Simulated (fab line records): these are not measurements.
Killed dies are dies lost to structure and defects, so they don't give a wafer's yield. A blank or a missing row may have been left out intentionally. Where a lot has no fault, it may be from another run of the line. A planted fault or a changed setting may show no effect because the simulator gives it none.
Which tool is to blame? | flow sky130 | 12 lots with 36 wafers sampled at 5 steps, on a route of 708 steps

## WHAT EACH GAUGE READ, for each wafer
SKY_SONOS_TUNNEL_TW_MEAS_12.
lot  | measured     | on           | SONOS_TUNNEL_TW
L227 | day 12 02:06 | filmMetro-01 | 200.9 201.3 201.2
L229 | day 12 16:30 | filmMetro-04 | 197.6 198.3 197.6
L231 | day 13 03:22 | filmMetro-01 | 201.5 202.1 201.9
L232 | day 13 10:25 | filmMetro-04 | 198.4 199.3 198.6
L233 | day 13 21:33 | filmMetro-03 | 197.4 197.0 197.2
L234 | day 14 12:18 | filmMetro-01 | 199.5 199.2 200.1
L236 | day 15 05:11 | filmMetro-04 | 198.4 199.8 199.8
L239 | day 16 00:23 | filmMetro-03 | 203.2 203.1 203.0
L240 | day 16 09:23 | filmMetro-01 | 207.8 207.6 207.7
L246 | day 18 02:02 | filmMetro-04 | 199.2 196.7 199.3
L247 | day 18 20:35 | filmMetro-04 | 199.6 198.3 199.3
L248 | day 19 03:00 | filmMetro-03 | 195.8 195.8 196.5

SKY_SPACER_THK_MEAS_01.
lot  | measured     | on           | SPACER_CVD_00_THK (nm)
L227 | day 23 20:23 | filmMetro-01 | 43.4 43.4 43.1
L229 | day 24 16:23 | filmMetro-01 | 43.7 43.7 43.4
L231 | day 24 21:08 | filmMetro-04 | 43.2 43.2 43.2
L232 | day 25 10:45 | filmMetro-01 | 44.1 43.9 44.1
L233 | day 26 01:14 | filmMetro-01 | 42.6 42.8 42.6
L234 | day 26 13:47 | filmMetro-02 | 42.7 42.4 43.1
L236 | day 27 04:41 | filmMetro-04 | 43.0 43.2 43.3
L239 | day 27 22:44 | filmMetro-04 | 42.1 42.7 42.3
L240 | day 28 08:55 | filmMetro-02 | 43.3 43.1 43.3
L246 | day 30 00:27 | filmMetro-04 | 42.9 42.8 42.8
L247 | day 30 13:07 | filmMetro-02 | 42.5 42.3 42.6
L248 | day 30 19:44 | filmMetro-02 | 43.5 43.3 43.6

## EACH LOT AND THE TOOL THAT RAN IT (in order: tool; ch and the chambers of the sampled wafers; start)
lot  | SKY_PWDE_STRIP_09                  | SKY_SONOS_TUNNEL_IMPLANT_09     | SKY_LDD_LDN_STRIP_12
L227 | plasmaAsher-02 ch 0,1, day 4 07:28 | implanter-03 ch 0, day 12 01:41 | plasmaAsher-04 ch 0,1, day 23 18:58
L229 | plasmaAsher-01 ch 0,1, day 4 18:04 | implanter-04 ch 0, day 12 16:05 | plasmaAsher-03 ch 0,1, day 24 12:58
L231 | plasmaAsher-04 ch 0,1, day 5 02:39 | implanter-02 ch 0, day 13 02:59 | plasmaAsher-02 ch 0,1, day 24 19:44
L232 | plasmaAsher-02 ch 0,1, day 5 08:24 | implanter-02 ch 0, day 13 10:02 | plasmaAsher-03 ch 0,1, day 25 09:21
L233 | plasmaAsher-01 ch 0,1, day 5 16:28 | implanter-02 ch 0, day 13 21:08 | plasmaAsher-04 ch 0,1, day 25 23:49
L234 | plasmaAsher-04 ch 0,1, day 6 02:58 | implanter-02 ch 0, day 14 11:54 | plasmaAsher-04 ch 0,1, day 26 12:22
L236 | plasmaAsher-02 ch 0,1, day 6 14:37 | implanter-02 ch 0, day 15 04:47 | plasmaAsher-03 ch 0,1, day 27 02:40
L239 | plasmaAsher-02 ch 0,1, day 7 05:58 | implanter-02 ch 0, day 15 23:59 | plasmaAsher-02 ch 0,1, day 27 21:19
L240 | plasmaAsher-02 ch 0,1, day 7 10:10 | implanter-02 ch 0, day 16 08:59 | plasmaAsher-02 ch 0,1, day 28 06:52
L246 | plasmaAsher-02 ch 0,1, day 8 15:36 | implanter-03 ch 0, day 18 01:40 | plasmaAsher-03 ch 0,1, day 29 23:02
L247 | plasmaAsher-04 ch 0,1, day 9 03:43 | implanter-02 ch 0, day 18 20:01 | plasmaAsher-03 ch 0, day 30 10:22
L248 | plasmaAsher-02 ch 0,1, day 9 08:43 | implanter-02 ch 0, day 19 02:36 | plasmaAsher-03 ch 0,1, day 30 17:46
- SKY_PWDE_STRIP_09: strips in O2/N2.
- SKY_SONOS_TUNNEL_IMPLANT_09
- SKY_LDD_LDN_STRIP_12: strips in O2/N2.

## WHAT THE TOOLS THEMSELVES READ (means of the sampled wafers that have a number; where no wafer has one, the mark that the record gives instead)
SKY_PWDE_STRIP_09.
lot  | tool           | drypumpMotorCurrentA (A) | oesProductAu (a.u.) | stripTimeToEndpointS (s)
L227 | plasmaAsher-02 | 5.76                     | 0.720               | 36.98
L229 | plasmaAsher-01 | 5.88                     | 0.723               | 36.97
L231 | plasmaAsher-04 | 5.94                     | 0.724               | 37.00
L232 | plasmaAsher-02 | 5.77                     | 0.720               | 36.90
L233 | plasmaAsher-01 | 5.89                     | 0.727               | 36.94
L234 | plasmaAsher-04 | 5.95                     | 0.719               | 36.93
L236 | plasmaAsher-02 | 5.75                     | 0.726               | 37.00
L239 | plasmaAsher-02 | 5.74                     | 0.719               | 36.91
L240 | plasmaAsher-02 | 5.75                     | 0.725               | 37.05
L246 | plasmaAsher-02 | 5.75                     | 0.725               | 37.00
L247 | plasmaAsher-04 | 5.87                     | 0.722               | 36.95
L248 | plasmaAsher-02 | 5.73                     | 0.723               | 36.78

SKY_SONOS_TUNNEL_IMPLANT_09.
lot  | tool         | doseIonsCm2 | faradayCurrentUA
L227 | implanter-03 | 1.0006e+12  | 5.65
L229 | implanter-04 | 9.9983e+11  | 5.61
L231 | implanter-02 | 1.0004e+12  | 5.72
L232 | implanter-02 | 1.0005e+12  | 5.68
L233 | implanter-02 | 9.9983e+11  | 5.70
L234 | implanter-02 | 9.9840e+11  | 5.51
L236 | implanter-02 | 9.9943e+11  | 5.76
L239 | implanter-02 | 1.1228e+12  | 6.41
L240 | implanter-02 | 1.1251e+12  | 6.29
L246 | implanter-03 | 9.9997e+11  | 5.60
L247 | implanter-02 | 1.0003e+12  | 5.63
L248 | implanter-02 | 9.9950e+11  | 5.64

SKY_LDD_LDN_STRIP_12.
lot  | tool           | drypumpMotorCurrentA (A) | oesProductAu (a.u.) | stripTimeToEndpointS (s)
L227 | plasmaAsher-04 | 5.9                      | 0.714               | 14.27
L229 | plasmaAsher-03 | 5.5                      | 0.715               | 14.17
L231 | plasmaAsher-02 | 5.8                      | 0.717               | 14.26
L232 | plasmaAsher-03 | 5.5                      | 0.721               | 14.23
L233 | plasmaAsher-04 | 5.9                      | 0.725               | 14.20
L234 | plasmaAsher-04 | 5.9                      | 0.711               | 14.09
L236 | plasmaAsher-03 | 5.2                      | 0.713               | 14.18
L239 | plasmaAsher-02 | 5.7                      | 0.719               | 14.16
L240 | plasmaAsher-02 | 5.7                      | 0.712               | 14.17
L246 | plasmaAsher-03 | 5.5                      | 0.716               | 14.19
L247 | plasmaAsher-03 | 4.9                      | 0.718               | 14.22
L248 | plasmaAsher-03 | 5.2                      | 0.710               | 14.17

## THE ANSWER, worked out from the rows above alone
Rule: what is usual is taken from the lots themselves. The widest of any qualifying gaps counts: lots, ordered by their means at a reading, are off when they make up no more than a third of the lots, leave a main group of 4 or more, and stand apart from it by 3 or more times the standard deviation of that group's means. If all means in a main group match to the digits the tables above print for the reading, that group is not used. A lot without any number at a reading at which 4 lots or more have one is off too. Where the step has rows for the other lots, those lots are counted as sound. Order of review: gauges by route order, followed by the tools' own readings, for which a lot's mean as printed above is used. The first step at which some lot is off is used, and at that step the reading that is off furthest; a lot without a number counts as furthest.
Off: L239, L240 (SKY_SONOS_TUNNEL_IMPLANT_09, doseIonsCm2). Mean 9.9988e+11 and standard deviation 6.2e+08 in the main group.
If a tool, at that step or one of the process steps before it, ran each lot that is off and ran no sound lot following the first of them, it fits. None of those tried fits.

## WHAT THE SIMULATOR PUT IN
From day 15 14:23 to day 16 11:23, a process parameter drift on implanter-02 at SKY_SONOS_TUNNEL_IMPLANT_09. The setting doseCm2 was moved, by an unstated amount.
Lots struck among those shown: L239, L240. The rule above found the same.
